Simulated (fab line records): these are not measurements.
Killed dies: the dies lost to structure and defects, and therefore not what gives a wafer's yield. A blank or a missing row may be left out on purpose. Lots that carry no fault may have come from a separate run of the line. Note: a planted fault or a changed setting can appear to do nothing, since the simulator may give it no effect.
2 desks, one fault    flow sky130    what lay behind the numbers comes last; until then each desk has only its own

## THE TOOL OWNER'S DESK: rieDiel-04
The tool's own readings at SKY_FIELD_ISO_ETCH_15 (etches the open film in CHF3/O2, stops on Si, target depth 180 nm, time 72 s): means of the sampled wafers that have a number, for each lot that ran on this tool. A lot is out of limits, marked OUT, if its mean lies more than 4 standard deviations from the usual mean; the brackets give that distance.
Columns: A = drypumpMotorCurrentA at SKY_FIELD_ISO_ETCH_15, usual 5.7 A; B = oesProductAu at SKY_FIELD_ISO_ETCH_15, usual 0.948 a.u.; C = throttleValvePct at SKY_FIELD_ISO_ETCH_15, usual 8.846 %
lot   first seen here  A    B                 C
L564  day 2 21:01      5.9  0.945             8.850
L565  day 3 06:08      6.0  0.903 (-7.0) OUT  8.832
L570  day 4 09:26      5.9  0.914 (-5.3) OUT  8.830
This desk's finding: out of limits on L565, L570; first on L565, day 3 06:08 (oesProductAu at SKY_FIELD_ISO_ETCH_15). L564: within limits.

## AT THE METROLOGY DESK
Means of the sampled wafers that have a number, per lot and without regard to the tool the lot ran on: this is what the gauges read. A lot is out of limits, marked OUT, if its mean lies more than 4 standard deviations from the usual mean; the brackets give that distance.
Columns: A = FIELD_ISO_CVD_03_THK at SKY_FIELD_ISO_THK_MEAS_04, usual 165.8 nm; B = cdNm at SKY_FIELD_ISO_CD_MEAS_13, usual 150.2 nm
lot   first seen here  A      B
L564  day 2 06:20      165.9  150.2
L565  day 2 14:22      164.9  152.9
L567  day 2 20:41      165.6  147.3
L570  day 3 17:35      167.7  148.6
L574  day 4 07:22      166.1  149.5
L577  day 5 03:32      166.2  152.2
This desk found nothing out of limits on any of the 6 lots.

## TAKEN TOGETHER
The tool owner's desk could have raised an alarm at day 3 06:08, on L565, L570.
From the metrology desk's view, nothing was out of limits.
The metrology desk holds a record of L565, L570, inside its limits.
Of the lots named, all ran SKY_FIELD_ISO_ETCH_15 on rieDiel-04.

## WHAT HAD BEEN PUT IN BY THE SIMULATOR
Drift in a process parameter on rieDiel-04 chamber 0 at SKY_FIELD_ISO_ETCH_15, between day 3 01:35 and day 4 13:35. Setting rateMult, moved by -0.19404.
Lots struck among those shown: L565, L570.
Delay in hours, fault start to first out-of-limits reading, by desk: the tool owner's desk at 5.
